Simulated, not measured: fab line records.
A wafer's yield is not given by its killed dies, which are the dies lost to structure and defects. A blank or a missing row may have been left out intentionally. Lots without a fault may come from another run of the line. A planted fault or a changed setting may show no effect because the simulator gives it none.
Matching of chambers	flow sky130	SKY_CONTACT_ETCH_17 on rie diel-03: 4 sister chambers
The step etches SiO2 in C4F8/O2/Ar, stops on Si3N4, target depth 340 nm. 14 wafers are shown with their chamber, then 7 later ones without.

WAFERS WITH THEIR CHAMBER
wafer	chamber	bias w (W)	oes product au (a.u.)
L805.3	0	1203	0.891
L805.5	3	1200	0.891
L805.6	0	1200	0.888
L809.3	2	1199	0.893
L809.4	3	1202	0.897
L809.5	0	1199	0.884
L812.4	1	1204	0.883
L812.5	2	1203	0.901
L812.6	0	1201	0.900
L819.2	1	1199	0.895
L819.3	2	1199	0.897
L819.5	2	1201	0.886
L821.2	3	1191	0.900
L821.4	0	1201	0.888

SIGNATURES (averages over the wafers above)
reading	chamber 0	chamber 1	chamber 2	chamber 3	scatter within a chamber
bias w	1200.80	1201.50	1200.50	1197.67	3.18
oes product au	0.89020	0.88900	0.89425	0.89600	0.00618
Rule: for each reading, subtract the chamber's mean from the wafer's reading, divide by that reading's scatter and square the result; add these up over the readings and take the root, which gives the wafer's distance from the chamber. If the next closest chamber is less than 2 further off than the closest, the wafer can't be placed; otherwise it belongs to the closest. The scatter: take each reading less its chamber's mean, square it, sum over the shown wafers, divide by the number of wafers less the number of chambers, and take the root.

WAFERS WITH NO CHAMBER GIVEN
wafer	bias w (W)	oes product au (a.u.)
L821.6	1205	0.893
L822.2	1194	0.896
L822.3	1201	0.887
L822.4	1199	0.890
L825.2	1199	0.898
L825.3	1197	0.896
L825.4	1195	0.884

CHAMBER TAKEN BY EACH
wafer	from the rows above	in truth
L821.6	can't be placed: 1 or 0 or 2 or 3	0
L822.2	can't be placed: 3 or 2 or 0 or 1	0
L822.3	can't be placed: 1 or 0 or 2 or 3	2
L822.4	can't be placed: 0 or 1 or 2 or 3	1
L825.2	can't be placed: 3 or 2 or 0 or 1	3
L825.3	can't be placed: 3 or 2 or 0 or 1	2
L825.4	can't be placed: 0 or 3 or 1 or 2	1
Correct placement for 0 of the 7. From these rows, 7 cannot be placed; in 7 the true chamber is one of the candidates. Number placed wrongly: 0.
